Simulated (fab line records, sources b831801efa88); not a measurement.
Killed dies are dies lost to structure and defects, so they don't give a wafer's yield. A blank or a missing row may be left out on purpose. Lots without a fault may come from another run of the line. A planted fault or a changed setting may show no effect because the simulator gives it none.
A struck lot beside a sound one | flow sfq_line | 42 steps out of a route of 325
Sound: wafers L463.1, L463.4, L463.5. Struck: wafer L474.6. (L474.3, L474.5 of the same lot were not struck and are left out.) The cause comes at the end.
At each step with rows: each side's tool, then ch and its chambers, then its first start. Under that, the readings that differ: sound wafers | struck wafers | difference of the means | sigmas: that difference in standard deviations of wafers without a fault.
alike: readings whose means differ by less than 2 such deviations, and words and numbers that are the same on both sides. not compared: withheld readings, readings that some wafer has no value for, bounds like >300 that may hide the same value, and numbers for which the record gives no deviation and whose values overlap.
The two part at a step that has a row with sigmas, a row that says differs or no value, or rows on one side only. Numbers that don't overlap but have no deviation are shown without sigmas and don't part them. A reading that every wafer of one side lacks parts them only if that side has two wafers or more.

first, 6 steps without rows for these wafers: SFQ_TRILAYER_I0_VIA_LITHO_COAT_036 (resist thk 62 nm); SFQ_TRILAYER_I0_VIA_LITHO_COAT_031 (resist thk 650 nm); SFQ_TRILAYER_I0_VIA_LITHO_SOFTBAKE_035; SFQ_TRILAYER_I0_VIA_LITHO_EXPOSE_032 (exposes mask I0, target cd 500 nm); SFQ_TRILAYER_I0_VIA_LITHO_PEB_034 (peb time 60 s); SFQ_TRILAYER_I0_VIA_LITHO_DEVELOP_033 (time 60 s).
SFQ_I0_OVL_MEAS_908:
  sound on overlay-02, day 15 18:20; struck on overlay-02, day 20 16:26
  alike: I0_OVL
SFQ_TRILAYER_I0_VIA_BARC_OPEN_VIA_ETCH_046: etches BARC in O2, target depth 125 nm, time 41.7 s.
  sound on rie_diel-01 ch 1,2,3, day 15 18:23; struck on rie_diel-02 ch 0, day 20 16:28
  alike: drypump_motor_current_A, oes_product_au
  not compared: rf_hours_counter_h
then, 1 step without rows for these wafers: SFQ_TRILAYER_I0_VIA_ETCH_VIA_ETCH_034 (etches SiO2 in CHF3, stops on Nb, target depth 260 nm).
SFQ_TRILAYER_I0_VIA_STRIP_STRIP_035: strips in O2.
  sound on rie_metal-02 ch 0,1, day 15 18:32; struck on rie_metal-01 ch 1, day 20 16:49
  alike: drypump_motor_current_A, oes_product_au
  not compared: rf_hours_counter_h
then, 2 steps without rows for these wafers: SFQ_TRILAYER_I0_VIA_STRIP_SOLV_CLEAN_036 (cleans in NMP, time 600 s); SFQ_TRILAYER_M1_DEP_PRE_CLEAN_038 (time 22.5 s).
SFQ_TRILAYER_M1_DEP_SPUTTER_037: material Nb, target thk 200 nm, time 133.3 s.
  sound on pvd_sputter-04, day 15 19:20; struck on pvd_sputter-03, day 20 17:25
  reading                                             | sound             | struck | difference | sigmas
  model.Nb_of_TRILAYER_M1_DEP_SPUTTER_037.thk_nm (nm) | 201.5 202.7 201.8 | 129.8  | -72.2      |
  alike: throttle_valve_pct
SFQ_M1_RS_MEAS_909: measures by four-point-probe.
  sound on film_metro-03, day 15 19:26; struck on film_metro-01, day 20 17:33
  reading           | sound             | struck | difference | sigmas
  M1_NB_RS (ohm/sq) | 0.883 0.878 0.882 | 1.377  | +0.496     | +61
then, 6 steps without rows for these wafers: SFQ_TRILAYER_M1_LITHO_COAT_044 (resist thk 62 nm); SFQ_TRILAYER_M1_LITHO_COAT_039 (resist thk 600 nm); SFQ_TRILAYER_M1_LITHO_SOFTBAKE_043; SFQ_TRILAYER_M1_LITHO_EXPOSE_040 (exposes mask M1, target cd 500 nm); SFQ_TRILAYER_M1_LITHO_PEB_042 (peb time 60 s); SFQ_TRILAYER_M1_LITHO_DEVELOP_041 (time 60 s).
-- the record jumps here: 6 days lie between the struck wafers' starts before and after --
SFQ_M1_OVL_MEAS_911:
  sound on overlay-02, day 22 01:23; struck on overlay-01, day 26 22:41
  alike: M1_OVL
then, 1 step without rows for these wafers: SFQ_TRILAYER_M1_BARC_OPEN_METAL_ETCH_054 (etches BARC in O2, target depth 125 nm, time 41.7 s).
SFQ_TRILAYER_M1_ETCH_METAL_ETCH_042: etches Nb in Cl2/Ar, stops on SiO2, target depth 240 nm, time 120 s.
  sound on rie_metal-04 ch 0, day 22 01:33; struck on rie_metal-03 ch 1, day 26 22:49
  reading               | sound             | struck | difference | sigmas
  oes_product_au (a.u.) | 0.905 0.896 0.906 | 0.713  | -0.189     | -28
  alike: drypump_motor_current_A
  not compared: rf_hours_counter_h
SFQ_TRILAYER_M1_STRIP_STRIP_043: strips in O2.
  sound on rie_metal-04 ch 0, day 22 01:48; struck on rie_metal-03 ch 1, day 26 23:05
  reading               | sound             | struck | difference | sigmas
  oes_product_au (a.u.) | 1.008 1.011 1.009 | 0.990  | -0.019     | -2
  alike: drypump_motor_current_A
  not compared: rf_hours_counter_h
then, 1 step without rows for these wafers: SFQ_TRILAYER_M1_STRIP_SOLV_CLEAN_044 (cleans in NMP, time 600 s).
SFQ_TRILAYER_I1_DEP_PECVD_045: deposits SiO2 from SiH4/N2O, time 111.11 s, target thk 500 nm.
  sound on pecvd-03 ch 0,1,2, day 22 03:10; struck on pecvd-01 ch 0, day 26 23:40
  alike: chamber_pressure_Torr, heater_power_w, throttle_valve_pct
then, 1 step without rows for these wafers: SFQ_TRILAYER_I1_CMP_CMP_046 (polishes SiO2).
SFQ_I1_BOW_MEAS_912:
  sound on film_metro-04, day 22 07:29; struck on film_metro-04, day 27 05:11
  alike: I1_BOW
SFQ_TRILAYER_I1_METRO_MEASURE_047:
  sound on film_metro-04, day 22 07:37; struck on film_metro-04, day 27 05:40
  alike: thk_nm
then, 6 steps without rows for these wafers: SFQ_TRILAYER_I1_VIA_LITHO_COAT_054 (resist thk 62 nm); SFQ_TRILAYER_I1_VIA_LITHO_COAT_049 (resist thk 650 nm); SFQ_TRILAYER_I1_VIA_LITHO_SOFTBAKE_053; SFQ_TRILAYER_I1_VIA_LITHO_EXPOSE_050 (exposes mask I1, target cd 500 nm); SFQ_TRILAYER_I1_VIA_LITHO_PEB_052 (peb time 60 s); SFQ_TRILAYER_I1_VIA_LITHO_DEVELOP_051 (time 60 s).
-- the record jumps here: 5 days lie between the struck wafers' starts before and after --
SFQ_I1_OVL_MEAS_913:
  sound on overlay-01, day 28 18:55; struck on overlay-02, day 32 17:26
  alike: I1_OVL
then, 5 steps without rows for these wafers: SFQ_TRILAYER_I1_VIA_BARC_OPEN_VIA_ETCH_071 (etches BARC in O2, target depth 125 nm, time 41.7 s); SFQ_TRILAYER_I1_VIA_ETCH_VIA_ETCH_052 (etches SiO2 in CHF3, stops on Nb, target depth 260 nm); SFQ_TRILAYER_I1_VIA_STRIP_STRIP_053 (strips in O2); SFQ_TRILAYER_I1_VIA_STRIP_SOLV_CLEAN_054 (cleans in NMP, time 600 s); SFQ_TRILAYER_M2_DEP_PRE_CLEAN_056 (time 22.5 s).
-- the record jumps here: 58 days lie between the struck wafers' starts before and after --
SFQ_M8_BOW_MEAS_951:
  sound on film_metro-02, day 88 03:50; struck on film_metro-03, day 90 18:39
  reading                 | sound                | struck | difference | sigmas
  M8_BOW (um)             | 8 22 23              | -17    | -35        | -3
  model.etest.m1.ohm_um   | 1.776 1.768 1.767    | 2.759  | +0.989     |
  model.etest.i0.link_ohm | 1.96 1.967 1.964     | 2.563  | +0.599     |
  model.etest.m1.ohm_sq   | 0.8838 0.8788 0.8825 | 1.372  | +0.490     |
  model.etest.i1.link_ohm | 1.95 1.939 1.945     | 2.443  | +0.498     |

WHERE THEY PART
First at SFQ_M1_RS_MEAS_909; last, within this record, at SFQ_M8_BOW_MEAS_951.

WHY: what the simulator had put in
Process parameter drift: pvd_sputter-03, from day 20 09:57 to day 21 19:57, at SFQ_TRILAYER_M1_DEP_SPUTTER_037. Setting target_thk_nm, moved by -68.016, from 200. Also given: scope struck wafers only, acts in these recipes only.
